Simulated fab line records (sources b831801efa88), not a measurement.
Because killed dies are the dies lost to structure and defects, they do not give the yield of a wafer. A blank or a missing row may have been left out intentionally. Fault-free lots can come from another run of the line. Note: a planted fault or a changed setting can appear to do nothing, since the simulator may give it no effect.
8D (eight disciplines) problem report, filled in by code || flow sfq-line || the parts of the form that need people (team, actions taken, sign-off) are left out

1. THE PROBLEM
oes-product-au at SFQ_TRILAYER_I2_VIA_BARC_OPEN_VIA_ETCH_096 reads a mean of 0.843 a.u. on 6 wafers of 2 lots; wafers without a fault read 0.685 a.u. with a standard deviation of 0.0046. That is +34 standard deviations from the usual mean.
The step: etches BARC in O2, target depth 125 nm, time 41.7 s.
Seen first at day 42 00:42 on rie-diel-03, wafer L365.3. The record has a number at this step for 42 wafers belonging to 14 lots. The rule behind "out" and "out of limits": a value lying over 4 standard deviations away from the usual mean. The rest of the wafers with a number are treated as sound.

2. WHAT IT IS; WHAT IT IS NOT
{"question": "which readings at this step", "is": "oes-product-au, run-length-s", "is not": "-"}
{"question": "which lots", "is": "L365, L367", "is not": "L352, L353, L356, L357, L358, L360, L363, L364, L371, L372, L373, L374"}
{"question": "which wafers of those lots", "is": "all that have a number", "is not": "-"}
{"question": "read on which tools", "is": "rie-diel-03", "is not": "rie-diel-01, rie-diel-02"}
{"question": "when", "is": "from day 42 00:42", "is not": "up to then (24 sound wafers); but 12 sound wafers of L371, L372, L373, L374 came after"}

3. THE SUSPECTS, EACH WITH WHAT RULES IT OUT
Counting: a tool at a process step up to the reading stays a suspect if it ran every lot that is out and no sound lot after the first of them.
- rie-diel-03 at SFQ_TRILAYER_I2_VIA_BARC_OPEN_VIA_ETCH_096 (etches BARC in O2, target depth 125 nm, time 41.7 s): ruled out as a lasting fault. Following L365 (day 42 00:42), the first lot on it that is out, the sound lots L373 were run on it.
Left after counting: nothing in the record.

4. THE CAUSE (what the simulator had put in)
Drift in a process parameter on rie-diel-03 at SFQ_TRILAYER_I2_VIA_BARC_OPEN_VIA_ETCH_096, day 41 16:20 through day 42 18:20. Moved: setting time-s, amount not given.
Counting ruled it out, wrongly.

5. THE EFFECT CHAIN, in route order
Rows list readings where the struck wafers' mean (over those with a number) sits beyond 3 standard deviations from the usual. Only readings for which the record gives a usual standard deviation are gone through. hours: the time from each lot's start at the first step in this table that gives one to its start at this step, as a median over the lots. sigmas: the change in usual standard deviations.
{"hours": 0, "step": "SFQ_TRILAYER_I2_VIA_BARC_OPEN_VIA_ETCH_096", "reading": "oes-product-au", "usual": "0.685 a.u.", "on struck wafers": 0.843, "change": "+0.158", "sigmas": "+34"}
{"hours": 0, "step": "SFQ_TRILAYER_I2_VIA_BARC_OPEN_VIA_ETCH_096", "reading": "run-length-s", "usual": "70.1 s", "on struck wafers": 60.6, "change": -9.4, "sigmas": -18}
It contains these process steps:
- SFQ_TRILAYER_I2_VIA_BARC_OPEN_VIA_ETCH_096: etches BARC in O2, target depth 125 nm, time 41.7 s.

6. HOW IT WOULD HAVE BEEN CAUGHT EARLIER
The fault began at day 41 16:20; the first out-of-limits reading in this record came at day 42 00:42, 8 hours later.
